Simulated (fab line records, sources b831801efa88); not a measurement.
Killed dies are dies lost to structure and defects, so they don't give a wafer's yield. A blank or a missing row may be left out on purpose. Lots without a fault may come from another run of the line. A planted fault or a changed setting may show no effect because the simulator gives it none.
A struck lot beside a sound one | flow sfq_line | 42 steps out of a route of 325
Sound: wafers L753.1, L753.2, L753.4. Struck: wafers L758.2, L758.5, L758.6. The cause comes at the end.
At each step with rows: each side's tool, then ch and its chambers, then its first start. Under that, the readings that differ: sound wafers | struck wafers | difference of the means | sigmas: that difference in standard deviations of wafers without a fault.
alike: readings whose means differ by less than 2 such deviations, and words and numbers that are the same on both sides. not compared: withheld readings, readings that some wafer has no value for, bounds like >300 that may hide the same value, and numbers for which the record gives no deviation and whose values overlap.
The two part at a step that has a row with sigmas, a row that says differs or no value, or rows on one side only. Numbers that don't overlap but have no deviation are shown without sigmas and don't part them. A reading that every wafer of one side lacks parts them only if that side has two wafers or more.

first, 4 steps without rows for these wafers: SFQ_TRILAYER_I4_VIA_STRIP_STRIP_107 (strips in O2); SFQ_TRILAYER_I4_VIA_STRIP_SOLV_CLEAN_108 (cleans in NMP, time 600 s); SFQ_TRILAYER_JJ_TRILAYER_DEP_PRE_CLEAN_113 (time 22.5 s); SFQ_TRILAYER_JJ_TRILAYER_DEP_SPUTTER_109 (material Nb, target thk 150 nm, time 100 s).
SFQ_TRILAYER_JJ_TRILAYER_DEP_SPUTTER_110: material Al, target thk 8 nm, time 10.16 s.
  sound on pvd_sputter-03, day 46 19:11; struck on pvd_sputter-06, day 51 22:28
  alike: chamber_pressure_pa, throttle_valve_pct
then, 1 step without rows for these wafers: SFQ_TRILAYER_JJ_TRILAYER_DEP_AL_OXIDATION_111 (oxidation time 600 s).
SFQ_TRILAYER_JJ_TRILAYER_DEP_SPUTTER_112: material Nb, target thk 170 nm, time 113.3 s.
  sound on pvd_sputter-03, day 46 20:12; struck on pvd_sputter-06, day 51 23:34
  alike: chamber_pressure_pa, throttle_valve_pct
SFQ_JJ_RS_MEAS_929: measures by four-point-probe.
  sound on film_metro-02, day 46 20:17; struck on film_metro-01, day 51 23:40
  alike: JJ_NB_RS
then, 3 steps without rows for these wafers: SFQ_TRILAYER_JJ_CE_LITHO_COAT_119 (resist thk 62 nm); SFQ_TRILAYER_JJ_CE_LITHO_COAT_114 (resist thk 600 nm); SFQ_TRILAYER_JJ_CE_LITHO_SOFTBAKE_118.
-- the record jumps here: 5 days lie between the struck wafers' starts before and after --
SFQ_TRILAYER_JJ_CE_LITHO_EXPOSE_115: exposes mask J5, target cd 700 nm.
  sound on krf_scanner-01 ch 0, day 46 21:13; struck on krf_scanner-01 ch 0, day 56 18:07
  alike: mask
then, 2 steps without rows for these wafers: SFQ_TRILAYER_JJ_CE_LITHO_PEB_117 (peb time 60 s); SFQ_TRILAYER_JJ_CE_LITHO_DEVELOP_116 (time 60 s).
SFQ_JJ_OVL_MEAS_931:
  sound on overlay-01, day 46 22:43; struck on overlay-01, day 56 19:25
  reading     | sound   | struck      | difference | sigmas
  J5_OVL (nm) | -10 6 1 | -16 -20 -16 | -16        | -3
SFQ_TRILAYER_JJ_CE_METRO_MEASURE_117:
  sound on cd_sem-01, day 46 22:45; struck on cd_sem-02, day 56 19:39
  reading    | sound             | struck            | difference | sigmas
  cd_nm (nm) | 701.4 701.2 701.7 | 659.1 666.8 676.2 | -34.1      | -24
SFQ_TRILAYER_JJ_CE_BARC_OPEN_RIE_150: chemistry O2, target BARC, target depth 240 nm, time 80 s.
  sound on rie_metal-01 ch 0,1, day 46 23:57; struck on rie_metal-02 ch 0,1, day 56 20:39
  reading             | sound             | struck            | difference | sigmas
  model.JJ.cd_nm (nm) | 702.2 702.3 702.7 | 658.1 666.2 676.1 | -35.6      |
  alike: drypump_motor_current_A, oes_product_au
  not compared: rf_hours_counter_h
SFQ_TRILAYER_JJ_CE_ETCH_RIE_118: chemistry SF6, target Nb, stops on Al2O3, time 97.7 s, target depth 170 nm.
  sound on rie_metal-01 ch 0,1, day 47 00:02; struck on rie_metal-02 ch 0,1, day 56 20:45
  reading             | sound             | struck          | difference | sigmas
  model.JJ.cd_nm (nm) | 701.8 702.9 702.9 | 658.4 667 675.3 | -35.6      |
  alike: drypump_motor_current_A, oes_product_au
  not compared: rf_hours_counter_h
then, 1 step without rows for these wafers: SFQ_TRILAYER_JJ_ANODIZE_ANODIZE_119.
SFQ_TRILAYER_JJ_CE_STRIP_STRIP_120: strips in O2.
  sound on rie_metal-02 ch 0,1, day 47 00:38; struck on rie_metal-04 ch 0,1, day 56 21:24
  alike: drypump_motor_current_A, oes_product_au
  not compared: rf_hours_counter_h
then, 7 steps without rows for these wafers: SFQ_TRILAYER_JJ_CE_STRIP_SOLV_CLEAN_121 (cleans in NMP, time 600 s); SFQ_TRILAYER_M5_LITHO_COAT_128 (resist thk 62 nm); SFQ_TRILAYER_M5_LITHO_COAT_123 (resist thk 600 nm); SFQ_TRILAYER_M5_LITHO_SOFTBAKE_127; SFQ_TRILAYER_M5_LITHO_EXPOSE_124 (exposes mask M5, target cd 700 nm); SFQ_TRILAYER_M5_LITHO_PEB_126 (peb time 60 s); SFQ_TRILAYER_M5_LITHO_DEVELOP_125 (time 60 s).
-- the record jumps here: 6 days lie between the struck wafers' starts before and after --
SFQ_M5_OVL_MEAS_932:
  sound on overlay-02, day 47 03:40; struck on overlay-02, day 62 12:16
  alike: M5_OVL
then, 1 step without rows for these wafers: SFQ_TRILAYER_M5_BARC_OPEN_METAL_ETCH_161 (etches BARC in O2, target depth 125 nm, time 41.7 s).
SFQ_TRILAYER_M5_ETCH_METAL_ETCH_126: etches Nb in Cl2/BCl3, stops on SiO2, time 203.2 s, target depth 265 nm.
  sound on rie_metal-02 ch 0,1, day 47 03:46; struck on rie_metal-03 ch 0,1, day 62 12:21
  alike: drypump_motor_current_A, oes_product_au
  not compared: rf_hours_counter_h
then, 4 steps without rows for these wafers: SFQ_TRILAYER_M5_STRIP_STRIP_127 (strips in O2); SFQ_TRILAYER_M5_STRIP_SOLV_CLEAN_128 (cleans in NMP, time 600 s); SFQ_TRILAYER_A5B_DEP_PECVD_129 (deposits SiO2 from SiH4/N2O, time 133.33 s, target thk 600 nm); SFQ_TRILAYER_A5B_CMP_CMP_130 (polishes, stops on Nb, target thk 340.7 nm).
SFQ_TRILAYER_A5B_METRO_MEASURE_131:
  sound on film_metro-03, day 47 17:16; struck on film_metro-03, day 62 17:47
  alike: thk_nm
then, 3 steps without rows for these wafers: SFQ_TRILAYER_R5_DEP_SPUTTER_132 (material Ti, target thk 5 nm, time 5 s); SFQ_TRILAYER_R5_DEP_SPUTTER_133 (material MoNx, target thk 40 nm, time 66.7 s); SFQ_TRILAYER_R5_DEP_SPUTTER_134 (material Ti, target thk 5 nm, time 5 s).
SFQ_R5_RS_MEAS_933: measures by four-point-probe.
  sound on film_metro-02, day 47 18:33; struck on film_metro-02, day 62 18:54
  alike: R5_MONX_RS
SFQ_R5_THK_MEAS_934: measures by xrf.
  sound on film_metro-02, day 47 18:40; struck on film_metro-02, day 62 19:01
  alike: R5_MONX_THK
then, 1 step without rows for these wafers: SFQ_TRILAYER_R5_LITHO_COAT_141 (resist thk 62 nm).
-- the record jumps here: 21 days lie between the struck wafers' starts before and after --
SFQ_M8_BOW_MEAS_951:
  sound on film_metro-02, day 79 22:26; struck on film_metro-02, day 83 21:59
  reading                | sound             | struck              | difference | sigmas
  M8_BOW (um)            | -23 -16 -10       | 11 10 25            | +32        | +3
  model.etest.jj.g_times | 1.005 1.009 1.008 | 0.8848 0.9082 0.931 | -0.0993    |

WHERE THEY PART
First at SFQ_JJ_OVL_MEAS_931; last, within this record, at SFQ_M8_BOW_MEAS_951.

WHY: what the simulator had put in
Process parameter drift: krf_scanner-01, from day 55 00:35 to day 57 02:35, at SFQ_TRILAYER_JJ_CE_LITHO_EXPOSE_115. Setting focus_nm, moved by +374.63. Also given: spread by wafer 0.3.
